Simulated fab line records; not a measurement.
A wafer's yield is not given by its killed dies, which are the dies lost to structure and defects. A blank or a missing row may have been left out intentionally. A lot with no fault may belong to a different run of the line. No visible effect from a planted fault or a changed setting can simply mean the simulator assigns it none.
fab line records	flow sky130
record: lots: 11	wafers: 33	last-day: 49
route steps=708 shown CAP2M@607 VIA4@641 METAL5@676 PASSIVATION@693 PAD_OPEN@708
lots untouched by any fault: they come from a run of this same line in which no faults occurred
start-h: the number of hours between the record's first day and the start of the first shown wafer of the lot	wait-h: hours from the lot's prior step to this one	" as in the row above	L1.1+2: one row covering several wafers at once	- either no value or no given start	* or withheld: withheld	< > ~ a bound
route shown NAME@n: NAME is a module with steps in the file, n the number in the route of the first one	usual: mean/standard deviation taken from wafers without a fault	same: alike in all rows	chamber/n: place in a boat	sites: per-site readings	_std_site: the values' standard deviation	_edge_site: the outer-site mean with the inner-site mean subtracted	radius-mm: how far each site lies from the wafer's centre	mask NAME#n: copy n	behind: tool/chamber where the wafer was last shaped	hold: cause of the lot's hold/its duration in hours/its outcome	device: whichever transistor did not switch (one of n, p or np)	end of line: at the end of the route, the tests of the same wafers	step lacking rows: just its recipe	killed: count of dies lost to structure and defects at first sort (not the wafer's yield)	map: dies across one wafer; x = killed, . = not, _ = none there
set.NAME: the setting the step ran with; set.NAME@STEP: the setting that earlier step ran with	model.NAME: the simulator's own value behind a step, which no gauge read
steps of the route over a sample of lots; a table a step, a row a wafer
services: from which hour (start-h, from the record's first day; less than 0 if before it) a tool's chamber was out of use, for how many hours, and why
== steps ==
step: SKY_CAP2M_THK_MEAS_04
recipe: thk-meas-gauge: xrf	reads: TiN_of_CAP2M_SPUTTER_02
usual: CAP2M_TIN_THK: 199.1/2.3
lot.wafer	tool	chamber	start-h	wait-h	CAP2M_TIN_THK[nm]
L942.2	film-metro-02	-	941.80	0.1	199.4
L942.4	"	-	"	"	199.5
L942.6	"	-	"	"	199.3
L945.4	film-metro-02	-	959.72	0.1	204.0
L945.5	"	-	"	"	202.9
L945.6	"	-	"	"	202.6
L944.1	film-metro-02	-	961.38	0.1	198.0
L944.2	"	-	"	"	199.9
L944.5	"	-	"	"	196.0
L948.2	film-metro-01	-	979.50	0.1	196.3
L948.4	"	-	"	"	196.0
L948.6	"	-	"	"	195.3
L949.2	film-metro-02	-	985.26	0.1	197.4
L949.3	"	-	"	"	196.7
L949.4	"	-	"	"	195.8
L950.1	film-metro-03	-	992.85	0.1	198.2
L950.2	"	-	"	"	193.2
L950.5	"	-	"	"	193.9
L952.2	film-metro-01	-	1011.02	0.1	196.2
L952.3	"	-	"	"	197.7
L952.4	"	-	"	"	198.7
L953.1	film-metro-02	-	1017.14	0.1	197.1
L953.2	"	-	"	"	197.5
L953.5	"	-	"	"	197.4
L954.1	film-metro-01	-	1026.37	0.1	196.0
L954.3	"	-	"	"	200.0
L954.5	"	-	"	"	199.9
L960.1	film-metro-02	-	1062.14	0.1	197.3
L960.3	"	-	"	"	202.0
L960.4	"	-	"	"	202.4
L961.2	film-metro-01	-	1066.23	0.1	200.8
L961.3	"	-	"	"	203.1
L961.6	"	-	"	"	203.0
step: SKY_VIA4_CMP_02
recipe: material: SiO2	down-force-psi: 4	platen-rpm: 60	pad-velocity-m-s: 0.94248
usual: motor-current-A: 12.1/1.5
lot.wafer	tool	chamber	start-h	wait-h	motor-current-A
L942.2	cmp-02	0	991.81	0.1	14.1
L942.4	"	1	"	"	11.5
L942.6	"	3	"	"	10.2
L945.4	cmp-01	2	1008.17	0.2	12.2
L945.6	"	3	"	"	11.7
L945.5	"	0	"	"	12.3
L944.1	cmp-02	1	1010.39	0.1	11.3
L944.2	"	0	"	"	14.6
L944.5	"	2	"	"	12.9
L948.2	cmp-01	0	1027.22	0.0	12.6
L948.4	"	3	"	"	11.8
L948.6	"	1	"	"	10.6
L949.2	cmp-02	2	1032.62	0.0	13.2
L949.4	"	3	"	"	10.0
L949.3	"	1	"	"	11.5
L950.1	cmp-01	3	1040.21	0.1	12.0
L950.2	"	2	"	"	11.8
L950.5	"	0	"	"	12.2
L952.4	cmp-02	1	1058.11	0.0	11.7
L952.3	"	3	"	"	9.9
L952.2	"	0	"	"	14.9
L953.1	cmp-01	2	1064.95	0.1	11.7
L953.2	"	3	"	"	12.4
L953.5	"	1	"	"	10.7
L954.1	cmp-02	1	1073.07	0.1	11.2
L954.3	"	3	"	"	10.1
L954.5	"	2	"	"	13.5
L960.1	cmp-01	3	1105.86	0.1	11.9
L960.3	"	0	"	"	12.2
L960.4	"	1	"	"	11.0
L961.2	cmp-02	2	1110.05	0.1	12.9
L961.3	"	3	"	"	10.6
L961.6	"	2	"	"	13.0
step: SKY_METAL5_METAL_ETCH_15
recipe: target-depth-a: 12600	stop-on: SiO2	over-etch-frac: 0.2	time-s: 252	chemistry: Cl2/BCl3	resist-sidewall-deg: 86	pressure-mtorr: 10	icp-w: 900	bias-w: 48.5	Cl2_flow_sccm: 60	bcl3-flow-sccm: 30
usual: drypump-motor-current-A: 5.7/0.52	oes-product-au: 0.894/0.0047	throttle-valve-pct: 22.264/0.0096
same: over-etch-frac: 0.2
lot.wafer	tool	chamber	start-h	wait-h	drypump-motor-current-A	oes-product-au	rf-hours-counter-h	throttle-valve-pct
L942.2	rie-metal-04	1	1038.74	0.0	6.0	0.902	12	22.260
L942.4	"	0	"	"	6.4	0.896	-	22.258
L942.6	"	1	"	"	6.0	0.889	-	22.270
L945.4	rie-metal-01	0	1054.32	0.1	4.9	0.896	-	22.244
L945.5	"	0	"	"	4.9	0.898	-	22.258
L945.6	"	1	"	"	5.7	0.894	-	22.259
L944.1	rie-metal-02	1	1057.54	0.0	5.5	0.897	10	22.265
L944.2	"	0	"	"	6.4	0.891	20	22.255
L944.5	"	0	"	"	6.4	0.895	-	22.273
L948.2	rie-metal-02	1	1072.44	0.0	5.5	0.894	12	22.267
L948.4	"	0	"	"	6.4	0.890	-	22.266
L948.6	"	0	"	"	6.4	0.894	-	22.277
L949.2	rie-metal-02	1	1077.95	0.0	5.5	0.905	12	22.268
L949.3	"	0	"	"	6.4	0.891	-	22.280
L949.4	"	1	"	"	5.5	0.889	-	22.262
L950.1	rie-metal-01	1	1086.09	0.0	5.7	0.897	20	22.276
L950.2	"	0	"	"	4.8	0.893	18	22.266
L950.5	"	1	"	"	5.7	0.894	-	22.275
L952.2	rie-metal-01	0	1100.90	0.0	4.9	0.898	19	22.268
L952.3	"	0	"	"	4.9	0.893	-	22.256
L952.4	"	1	"	"	5.7	0.888	-	22.274
L953.1	rie-metal-02	0	1109.09	0.0	6.4	0.891	25	22.265
L953.2	"	1	"	"	5.5	0.887	15	22.260
L953.5	"	0	"	"	6.3	0.891	-	22.271
L954.1	rie-metal-04	1	1116.34	0.0	6.0	0.894	17	22.268
L954.3	"	0	"	"	6.5	0.890	-	22.261
L954.5	"	0	"	"	6.5	0.894	-	22.262
L960.1	rie-metal-04	0	1144.55	0.0	6.5	0.886	27	22.261
L960.3	"	0	"	"	6.5	0.884	-	22.240
L960.4	"	1	"	"	6.0	0.899	-	22.270
L961.2	rie-metal-04	1	1149.85	0.1	6.0	0.893	-	22.254
L961.3	"	1	"	"	6.0	0.894	-	22.266
L961.6	"	1	"	"	6.0	0.899	-	22.263
step: SKY_PASSIVATION_STRIP_12
recipe: chemistry: O2/N2	power-w: 1400	pressure-mtorr: 1500	platen-temp-c: withheld	overash-fraction: 0.7	o2-flow-sccm: 3000	n2-flow-sccm: 300
usual: drypump-motor-current-A: 6.0/0.42	oes-product-au: 0.661/0.0047	strip-time-to-endpoint-s: 31.52/0.13
lot.wafer	tool	chamber	start-h	wait-h	drypump-motor-current-A	oes-product-au	rf-hours-counter-h	strip-time-to-endpoint-s
L942.2	plasma-asher-01	0	1062.06	0.1	6.1	0.659	31	31.38
L942.4	"	1	"	"	6.7	0.660	-	31.43
L942.6	"	0	"	"	6.1	0.661	-	31.63
L945.4	plasma-asher-01	0	1077.75	0.1	6.1	0.665	-	31.50
L945.5	"	1	"	"	6.7	0.663	-	31.46
L945.6	"	0	"	"	6.1	0.665	-	31.64
L944.1	plasma-asher-04	1	1079.85	0.1	5.3	0.667	2	31.53
L944.2	"	0	"	"	6.0	0.666	2	31.27
L944.5	"	1	"	"	5.3	0.662	-	31.37
L948.2	plasma-asher-04	0	1094.50	0.1	6.0	0.665	3	31.64
L948.4	"	0	"	"	6.0	0.654	-	31.55
L948.6	"	1	"	"	5.3	0.664	-	31.51
L949.2	plasma-asher-01	0	1099.25	0.1	6.2	0.663	35	31.51
L949.3	"	0	"	"	6.2	0.670	-	31.62
L949.4	"	1	"	"	6.7	0.663	-	31.50
L950.1	plasma-asher-01	1	1107.67	0.1	6.7	0.664	36	31.50
L950.2	"	0	"	"	6.1	0.663	36	31.37
L950.5	"	1	"	"	6.7	0.647	-	31.47
L952.2	plasma-asher-02	0	1121.90	0.1	5.8	0.651	68	31.37
L952.3	"	0	"	"	5.8	0.660	-	31.29
L952.4	"	1	"	"	6.1	0.659	-	31.28
L953.1	plasma-asher-02	0	1129.42	0.1	5.8	0.663	68	31.55
L953.2	"	1	"	"	6.1	0.664	68	31.61
L953.5	"	0	"	"	5.8	0.659	-	31.62
L954.1	plasma-asher-01	1	1136.86	0.1	6.7	0.662	39	31.24
L954.3	"	1	"	"	6.7	0.665	-	31.48
L954.5	"	1	"	"	6.7	0.662	-	31.36
L960.1	plasma-asher-02	1	1163.67	0.1	6.1	0.662	71	31.64
L960.3	"	0	"	"	5.8	0.659	-	31.49
L960.4	"	1	"	"	6.1	0.665	-	31.45
L961.2	plasma-asher-01	1	1168.37	0.1	6.7	0.660	42	31.63
L961.3	"	1	"	"	6.7	0.655	-	31.40
L961.6	"	1	"	"	6.7	0.666	-	31.71
step: SKY_PAD_OPEN_PROBE_99
usual: defect-limited-yield: 82.5/1.9	killed_at_M0_to_M3: 43/6.8	killed_at_M4_up: 3.2/1.7	killed-at-contacts: 24/5.7	killed-at-front-end: 16/4.3	killed-at-other: 0.3/0.56	killed-dies: 86/9.5	killed-on-rim: 16/3.6	killed-open: 47/6.9	killed-short: 39/5.8	sort_bin_3_pad_short: 0.9/0.39	sort_bin_5_function: 10.3/1.5	sort_bin_6_memory: 6.3/1.1	sort-n-pass: 406/9.5	sort-yield-pct: 82.5/1.9
same: gross-dies: 492	killed-at-back-side: 0	sort_bin_4_leakage[%]: 0	sort_bin_8_speed[%]: 0
lot.wafer	tool	chamber	start-h	wait-h	defect-limited-yield[%]	killed_at_M0_to_M3	killed_at_M4_up	killed-at-contacts	killed-at-front-end	killed-at-other	killed-dies	killed-on-rim	killed-open	killed-short	sort_bin_3_pad_short[%]	sort_bin_5_function[%]	sort_bin_6_memory[%]	sort-n-pass	sort-yield-pct[%]
L942.2	prober-01	-	1086.37	0.1	83.9	35	0	27	17	0	79	11	40	39	1.2	8.1	6.7	413	83.9
L942.4	prober-01	-	1086.47	0.2	83.1	46	2	17	17	1	83	19	47	36	1.2	10.2	5.5	409	83.1
L942.6	prober-01	-	1086.57	0.2	82.3	55	0	21	11	0	87	13	51	36	1.6	9.1	6.9	405	82.3
L945.4	prober-01	-	1100.13	0.2	78.5	58	3	32	13	0	106	19	57	49	1.2	12.8	7.5	386	78.5
L945.5	prober-01	-	1100.18	0.2	85.6	43	1	15	12	0	71	11	37	34	1.0	7.7	5.7	421	85.6
L945.6	prober-01	-	1100.23	0.2	81.9	48	3	28	10	0	89	18	51	38	1.2	10.4	6.5	403	81.9
L944.1	prober-02	-	1102.54	0.1	85.4	39	2	18	13	0	72	15	40	32	1.0	8.5	5.1	420	85.4
L944.2	prober-02	-	1102.59	0.1	83.1	37	3	21	22	0	83	19	46	37	1.0	9.1	6.7	409	83.1
L944.5	prober-02	-	1102.74	0.2	81.5	42	3	28	18	0	91	14	51	39	0.8	11.2	6.5	401	81.5
L948.2	prober-01	-	1117.36	0.1	82.9	40	4	26	14	0	84	17	50	31	0.2	11.0	5.9	408	82.9
L948.4	prober-01	-	1117.46	0.2	82.1	34	5	32	17	0	88	14	52	36	0.2	10.0	7.7	404	82.1
L948.6	prober-01	-	1117.56	0.2	81.1	43	2	27	21	0	93	17	44	48	1.2	11.0	6.7	399	81.1
L949.2	prober-02	-	1120.97	0.1	82.3	47	6	26	8	0	87	17	46	41	0.6	11.6	5.5	405	82.3
L949.3	prober-02	-	1121.02	0.2	81.1	43	3	32	15	0	93	17	51	42	0.6	11.6	6.7	399	81.1
L949.4	prober-02	-	1121.07	0.2	82.5	49	3	15	19	0	86	15	46	40	0.6	11.0	5.9	406	82.5
L950.1	prober-01	-	1129.67	0.1	80.1	46	2	28	20	2	98	23	54	43	0.8	13.0	6.1	394	80.1
L950.2	prober-01	-	1129.72	0.1	82.5	55	6	15	9	1	86	19	46	40	1.4	9.1	6.9	406	82.5
L950.5	prober-01	-	1129.87	0.2	85.6	40	2	20	9	0	71	10	34	37	1.2	8.5	4.7	421	85.6
L952.2	prober-01	-	1142.68	0.1	83.5	44	4	18	14	1	81	13	45	36	1.2	10.0	5.3	411	83.5
L952.3	prober-01	-	1142.73	0.2	85.0	29	4	22	19	0	74	16	49	25	0.6	10.0	4.5	418	85.0
L952.4	prober-01	-	1142.78	0.2	82.9	46	4	15	19	0	84	12	54	29	0.4	10.4	6.3	408	82.9
L953.1	prober-02	-	1150.17	0.1	80.7	47	6	25	17	0	95	19	49	46	0.8	11.2	7.3	397	80.7
L953.2	prober-02	-	1150.22	0.1	79.9	48	5	33	13	0	99	22	56	43	1.0	11.0	8.1	393	79.9
L953.5	prober-02	-	1150.37	0.2	79.9	44	6	31	18	0	99	18	53	46	0.4	13.6	6.1	393	79.9
L954.1	prober-01	-	1157.36	0.1	80.3	46	1	31	19	0	97	23	45	52	1.6	12.2	5.9	395	80.3
L954.3	prober-01	-	1157.46	0.2	82.3	40	1	22	24	0	87	20	47	40	0.8	10.0	6.9	405	82.3
L954.5	prober-01	-	1157.56	0.2	83.1	47	2	16	18	0	83	10	47	36	1.6	10.2	5.1	409	83.1
L960.1	prober-02	-	1182.62	0.1	84.3	45	3	18	10	1	77	14	46	30	0.8	7.1	7.7	415	84.3
L960.3	prober-02	-	1182.72	0.2	51.6	32	178	17	10	1	238	53	36	28	3.0	31.1	14.2	254	51.6
L960.4	prober-02	-	1182.77	0.2	85.6	37	2	19	13	0	71	14	37	33	0.4	9.1	4.9	421	85.6
L961.2	prober-01	-	1186.88	0.1	87.4	28	1	19	12	2	62	15	31	30	0.8	7.1	4.7	430	87.4
L961.3	prober-01	-	1186.93	0.2	84.6	37	3	23	13	0	76	19	42	34	0.6	8.9	5.9	416	84.6
L961.6	prober-01	-	1187.08	0.2	83.9	43	2	22	12	0	79	15	44	35	1.2	8.7	6.1	413	83.9
killed by level:class
L942.2 CONTACT:geometric-particle:open=10 VIA1:geometric-particle:short=8 VIA1:geometric-particle:open=7 VIA2:geometric-particle:open=7 POLY_GATE:geometric-particle:short=6 POLY_GATE:geometric-particle:open=6 LI_CONTACT:geometric-particle:short=4 LI_CONTACT:geometric-particle:open=4
L942.4 VIA1:geometric-particle:open=12 VIA3:geometric-particle:open=8 FIELD_ISO:geometric-particle:short=6 POLY_GATE:geometric-particle:open=6 CONTACT:geometric-particle:open=6 LI_CONTACT:geometric-particle:open=5 METAL1:geometric-particle:short=5 METAL2:geometric-particle:short=5
L942.6 VIA1:geometric-particle:open=11 VIA3:geometric-particle:open=11 METAL2:geometric-particle:short=8 CONTACT:geometric-particle:open=8 VIA2:geometric-particle:open=6 FIELD_ISO:geometric-particle:short=4 LI_CONTACT:geometric-particle:open=4 CONTACT:geometric-particle:short=4
L945.4 CONTACT:geometric-particle:open=13 METAL1:geometric-particle:short=10 VIA1:geometric-particle:open=10 LI_CONTACT:geometric-particle:open=8 METAL2:geometric-particle:short=8 VIA3:geometric-particle:open=7 VIA3:geometric-particle:short=6 FIELD_ISO:geometric-particle:open=5
L945.5 VIA2:geometric-particle:open=8 CONTACT:geometric-particle:open=6 VIA1:geometric-particle:open=6 VIA3:geometric-particle:short=5 METAL1:geometric-particle:short=5 VIA2:geometric-particle:short=5 VIA3:geometric-particle:open=5 FIELD_ISO:geometric-particle:open=3
L945.6 LI_CONTACT:geometric-particle:open=10 CONTACT:geometric-particle:open=8 METAL2:geometric-particle:short=8 VIA1:geometric-particle:open=8 METAL1:geometric-particle:open=6 FIELD_ISO:geometric-particle:open=5 METAL1:geometric-particle:short=5 VIA3:geometric-particle:short=5
L944.1 CONTACT:geometric-particle:open=10 VIA1:geometric-particle:open=7 FIELD_ISO:geometric-particle:short=5 METAL1:geometric-particle:short=5 VIA1:geometric-particle:short=5 VIA2:geometric-particle:open=5 LI_CONTACT:geometric-particle:open=4 VIA2:geometric-particle:short=4
L944.2 VIA1:geometric-particle:open=7 FIELD_ISO:geometric-particle:open=6 LI_CONTACT:geometric-particle:open=6 CONTACT:geometric-particle:open=6 VIA3:geometric-particle:open=6 POLY_GATE:geometric-particle:open=5 METAL1:geometric-particle:short=5 POLY_GATE:geometric-particle:short=4
L944.5 CONTACT:geometric-particle:open=11 LI_CONTACT:geometric-particle:open=10 VIA1:geometric-particle:open=10 VIA2:geometric-particle:open=7 FIELD_ISO:geometric-particle:short=5 METAL2:geometric-particle:short=5 CONTACT:geometric-particle:short=4 METAL1:geometric-particle:short=4
L948.2 LI_CONTACT:geometric-particle:open=11 VIA1:geometric-particle:open=11 CONTACT:geometric-particle:open=7 VIA3:geometric-particle:open=6 POLY_GATE:geometric-particle:short=5 METAL1:geometric-particle:short=5 VIA2:geometric-particle:open=5 METAL4:geometric-particle:short=4
L948.4 CONTACT:geometric-particle:open=17 VIA1:geometric-particle:open=10 FIELD_ISO:geometric-particle:open=6 VIA3:geometric-particle:open=6 LOCAL_INTERCONNECT:geometric-particle:short=5 FIELD_ISO:geometric-particle:short=4 POLY_GATE:geometric-particle:short=4 LI_CONTACT:geometric-particle:open=4
L948.6 LI_CONTACT:geometric-particle:open=10 VIA1:geometric-particle:open=9 METAL1:geometric-particle:short=7 CONTACT:geometric-particle:short=7 LOCAL_INTERCONNECT:geometric-particle:short=5 VIA3:geometric-particle:open=5 FIELD_ISO:geometric-particle:short=4 FIELD_ISO:geometric-particle:open=4
L949.2 CONTACT:geometric-particle:open=12 VIA2:geometric-particle:short=9 VIA1:geometric-particle:open=8 CONTACT:geometric-particle:short=5 LI_CONTACT:geometric-particle:open=5 VIA1:geometric-particle:short=5 VIA2:geometric-particle:open=5 VIA3:geometric-particle:open=5
L949.3 VIA1:geometric-particle:open=12 CONTACT:geometric-particle:open=12 LI_CONTACT:geometric-particle:open=10 FIELD_ISO:geometric-particle:short=5 VIA3:geometric-particle:open=5 VIA2:geometric-particle:open=5 LI_CONTACT:geometric-particle:short=4 VIA1:geometric-particle:short=4
L949.4 VIA1:geometric-particle:open=17 VIA1:geometric-particle:short=9 METAL2:geometric-particle:short=7 FIELD_ISO:geometric-particle:short=6 LI_CONTACT:geometric-particle:open=6 METAL1:geometric-particle:short=5 CONTACT:geometric-particle:open=4 FIELD_ISO:geometric-particle:open=3
L950.1 VIA1:geometric-particle:open=13 LI_CONTACT:geometric-particle:open=9 CONTACT:geometric-particle:open=8 METAL2:geometric-particle:short=8 VIA2:geometric-particle:open=8 FIELD_ISO:geometric-particle:open=6 FIELD_ISO:geometric-particle:short=5 LOCAL_INTERCONNECT:geometric-particle:short=4
L950.2 VIA1:geometric-particle:open=14 METAL2:geometric-particle:short=9 VIA3:geometric-particle:open=6 LI_CONTACT:geometric-particle:open=5 METAL1:geometric-particle:short=5 CONTACT:geometric-particle:open=4 VIA1:geometric-particle:short=4 VIA2:geometric-particle:open=4
L950.5 VIA1:geometric-particle:short=11 CONTACT:geometric-particle:open=8 VIA1:geometric-particle:open=7 LI_CONTACT:geometric-particle:open=4 VIA2:geometric-particle:open=4 CONTACT:geometric-particle:short=4 METAL1:geometric-particle:short=4 METAL2:geometric-particle:short=4
L952.2 VIA1:geometric-particle:open=13 POLY_GATE:geometric-particle:short=6 VIA3:geometric-particle:open=6 METAL2:geometric-particle:short=6 LI_CONTACT:geometric-particle:open=5 CONTACT:geometric-particle:open=5 VIA2:geometric-particle:open=5 VIA1:geometric-particle:short=4
L952.3 CONTACT:geometric-particle:open=9 VIA1:geometric-particle:open=7 POLY_GATE:geometric-particle:open=6 LI_CONTACT:geometric-particle:open=5 VIA2:geometric-particle:open=4 FIELD_ISO:geometric-particle:short=3 FIELD_ISO:geometric-particle:open=3 LOCAL_INTERCONNECT:geometric-particle:short=3
L952.4 VIA1:geometric-particle:open=16 VIA2:geometric-particle:open=9 FIELD_ISO:geometric-particle:open=7 CONTACT:geometric-particle:open=7 POLY_GATE:geometric-particle:open=6 CONTACT:geometric-particle:short=4 METAL1:geometric-particle:short=4 METAL4:geometric-particle:short=4
L953.1 VIA1:geometric-particle:open=12 LI_CONTACT:geometric-particle:open=7 CONTACT:geometric-particle:open=7 METAL2:geometric-particle:short=7 VIA2:geometric-particle:open=7 FIELD_ISO:geometric-particle:short=5 POLY_GATE:geometric-particle:short=5 VIA3:geometric-particle:open=5
L953.2 VIA1:geometric-particle:open=13 CONTACT:geometric-particle:open=9 LI_CONTACT:geometric-particle:open=9 CONTACT:geometric-particle:short=8 VIA2:geometric-particle:open=8 LOCAL_INTERCONNECT:geometric-particle:short=6 VIA1:geometric-particle:short=6 VIA3:geometric-particle:open=6
L953.5 VIA1:geometric-particle:open=12 VIA3:geometric-particle:open=9 LI_CONTACT:geometric-particle:open=8 CONTACT:geometric-particle:open=8 LOCAL_INTERCONNECT:geometric-particle:short=7 VIA2:geometric-particle:open=7 CONTACT:geometric-particle:short=6 POLY_GATE:geometric-particle:short=5
L954.1 LI_CONTACT:geometric-particle:open=14 VIA1:geometric-particle:open=11 POLY_GATE:geometric-particle:short=8 LOCAL_INTERCONNECT:geometric-particle:short=7 METAL1:geometric-particle:short=7 VIA2:geometric-particle:short=6 CONTACT:geometric-particle:open=5 VIA1:geometric-particle:short=5
L954.3 CONTACT:geometric-particle:open=10 FIELD_ISO:geometric-particle:open=9 FIELD_ISO:geometric-particle:short=9 VIA1:geometric-particle:short=7 VIA3:geometric-particle:open=7 VIA1:geometric-particle:open=6 CONTACT:geometric-particle:short=5 METAL2:geometric-particle:short=5
L954.5 VIA1:geometric-particle:open=10 VIA2:geometric-particle:open=7 VIA3:geometric-particle:open=5 LI_CONTACT:geometric-particle:open=5 VIA1:geometric-particle:short=5 METAL3:geometric-particle:short=5 FIELD_ISO:geometric-particle:short=4 POLY_GATE:geometric-particle:open=4
L960.1 VIA3:geometric-particle:open=13 VIA1:geometric-particle:open=10 LI_CONTACT:geometric-particle:open=6 VIA2:geometric-particle:short=6 CONTACT:geometric-particle:short=5 CONTACT:geometric-particle:open=5 VIA1:geometric-particle:short=4 METAL1:geometric-particle:open=3
L960.3 VIA4:unspecified=173 CONTACT:geometric-particle:open=11 VIA1:geometric-particle:open=6 METAL1:geometric-particle:short=5 VIA2:geometric-particle:open=5 VIA3:geometric-particle:open=5 FIELD_ISO:geometric-particle:short=4 VIA1:geometric-particle:short=3
L960.4 VIA3:geometric-particle:open=8 VIA2:geometric-particle:open=7 VIA3:geometric-particle:short=6 POLY_GATE:geometric-particle:open=5 CONTACT:geometric-particle:open=5 LI_CONTACT:geometric-particle:open=4 CONTACT:geometric-particle:short=4 LI_CONTACT:geometric-particle:short=3
L961.2 LI_CONTACT:geometric-particle:open=6 CONTACT:geometric-particle:short=6 VIA1:geometric-particle:open=5 POLY_GATE:geometric-particle:open=4 METAL2:geometric-particle:short=4 VIA3:geometric-particle:open=4 FIELD_ISO:geometric-particle:open=3 METAL3:geometric-particle:short=3
L961.3 VIA1:geometric-particle:open=8 VIA2:geometric-particle:open=7 LI_CONTACT:geometric-particle:open=7 METAL2:geometric-particle:short=5 CONTACT:geometric-particle:open=5 FIELD_ISO:geometric-particle:short=4 METAL1:geometric-particle:short=3 POLY_GATE:geometric-particle:short=3
L961.6 CONTACT:geometric-particle:open=8 METAL2:geometric-particle:short=8 VIA1:geometric-particle:open=6 LI_CONTACT:geometric-particle:open=6 POLY_GATE:geometric-particle:open=5 VIA1:geometric-particle:short=5 VIA2:geometric-particle:open=5 VIA3:geometric-particle:open=5
== services ==
tool	chamber	start-h	hours	kind
cmp-02	-	1028.40	4.0	pm
cmp-01	-	1042.68	2.2	pm
plasma-asher-04	-	1055.31	9.0	pm
plasma-asher-04	0	1055.31	9.0	vent-cycle
plasma-asher-04	1	1055.31	9.0	vent-cycle
plasma-asher-04	0	1064.31	-	clean
plasma-asher-04	1	1064.31	-	clean
cmp-02	-	1066.73	4.9	pm
cmp-01	-	1068.05	1.6	repair
cmp-02	-	1084.47	4.0	pm
cmp-02	-	1088.47	-	consumable-replace:conditioner
cmp-02	-	1088.47	-	consumable-replace:pad
cmp-02	-	1100.20	1.5	repair
plasma-asher-04	-	1100.85	17.1	repair
cmp-02	-	1101.55	3.4	repair
rie-metal-04	-	1108.81	1.4	pm
plasma-asher-04	-	1121.26	2.8	pm
rie-metal-02	0	1124.41	9.4	repair
cmp-01	-	1130.51	14.8	pm
rie-metal-04	0	1145.38	-	clean
rie-metal-04	0	1145.38	-	consumable-replace:focus-ring
rie-metal-04	0	1145.38	26.3	scheduled-down
rie-metal-04	0	1145.38	26.3	vent-cycle
== key ==
first-sign: step: SKY_PAD_OPEN_PROBE_99	reading: killed_at_M4_up	direction: up	sigmas: 99+	usual: 3.2	struck: 178
effect: step: SKY_PAD_OPEN_PROBE_99	reading: defect-limited-yield	direction: down	sigmas: 16	usual: 82.5	struck: 51.6
met-at SKY_VIA4_CMP_02
struck-lots L960
struck-wafers L960.3
not-acting-at SKY_CAP2M_THK_MEAS_04,SKY_METAL5_METAL_ETCH_15,SKY_PASSIVATION_STRIP_12
onset-between 1040.21 1105.86
fault: kind: chamber-particle-source	tool: cmp-01	chamber: 0	onset-h: 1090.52	steps: SKY_VIA4_CMP_02	rate-per-visit-cm2: 1.0062	end-h: 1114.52
